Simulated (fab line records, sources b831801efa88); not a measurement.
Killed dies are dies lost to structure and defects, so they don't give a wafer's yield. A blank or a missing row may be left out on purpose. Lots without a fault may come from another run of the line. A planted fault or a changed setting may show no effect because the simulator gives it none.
Which tool did it? | flow gf180mcu | 6 lots, 18 wafers sampled, at 3 steps of a route of 602

WHAT THE GAUGES READ, wafer by wafer
GF_V2_THK_MEAS_01.
lot  | measured     | on            | V2_CVD_00_THK (nm)
L720 | day 20 11:14 | film_metro-01 | 602 602 602
L722 | day 21 15:49 | film_metro-04 | 615 612 612
L725 | day 22 11:27 | film_metro-04 | 607 603 598
L728 | day 23 08:06 | film_metro-01 | 600 597 602
L731 | day 24 10:53 | film_metro-04 | 593 600 723 592 599 723
L738 | day 26 13:26 | film_metro-01 | 614 597 610

WHICH TOOL RAN EACH LOT (tool, then ch and the chambers of the sampled wafers, then the start)
lot  | GF_V1_ETCH_16                      | GF_V2_CVD_00
L720 | rie_diel-03 ch 1,2,3, day 19 08:58 | hdpcvd-01 ch 0,1,2, day 20 11:10
L722 | rie_diel-03 ch 0,2,3, day 20 13:44 | hdpcvd-02 ch 0,1,2, day 21 15:44
L725 | rie_diel-02 ch 0,2,3, day 21 09:19 | hdpcvd-01 ch 1,2, day 22 11:23
L728 | rie_diel-02 ch 0,2,3, day 22 07:40 | hdpcvd-01 ch 0,1, day 23 08:01
L731 | rie_diel-04 ch 0,1,2, day 23 11:01 | hdpcvd-01 ch 0,1, day 24 10:47
L738 | rie_diel-04 ch 0,1,3, day 25 13:46 | hdpcvd-02 ch 0,1,2, day 26 13:22
- GF_V1_ETCH_16: etches BARC in N2/H2.
- GF_V2_CVD_00: deposits SiO2, target thk 600 nm, time 100 s.

THE ANSWER, worked out from the rows above alone
Rule: what is usual is taken from the lots themselves. Put in order of their means at a reading, lots are off if they are a third of the lots or fewer, leave a main group of 4 or more, and stand apart from it by a gap of 3 or more times the standard deviation of the main group's means; of several such gaps the widest counts. A main group whose means are all the same, to the digits that the tables above print for the reading, isn't used. A lot without any number at a reading at which 4 lots or more have one is off too. The other lots that the step has rows for count as sound.
Off: L731, at GF_V2_THK_MEAS_01 (V2_CVD_00_THK). The main group: mean 605 nm, standard deviation 4.7.
A tool fits if, at a process step before that reading, it ran every lot that is off, and no sound lot after the first of them. The gauges at GF_V2_THK_MEAS_01 are tried like those tools. Can't be told from this: 2 tools fit, hdpcvd-01 at GF_V2_CVD_00, film_metro-04 at GF_V2_THK_MEAS_01.

WHAT THE SIMULATOR HAD PUT IN
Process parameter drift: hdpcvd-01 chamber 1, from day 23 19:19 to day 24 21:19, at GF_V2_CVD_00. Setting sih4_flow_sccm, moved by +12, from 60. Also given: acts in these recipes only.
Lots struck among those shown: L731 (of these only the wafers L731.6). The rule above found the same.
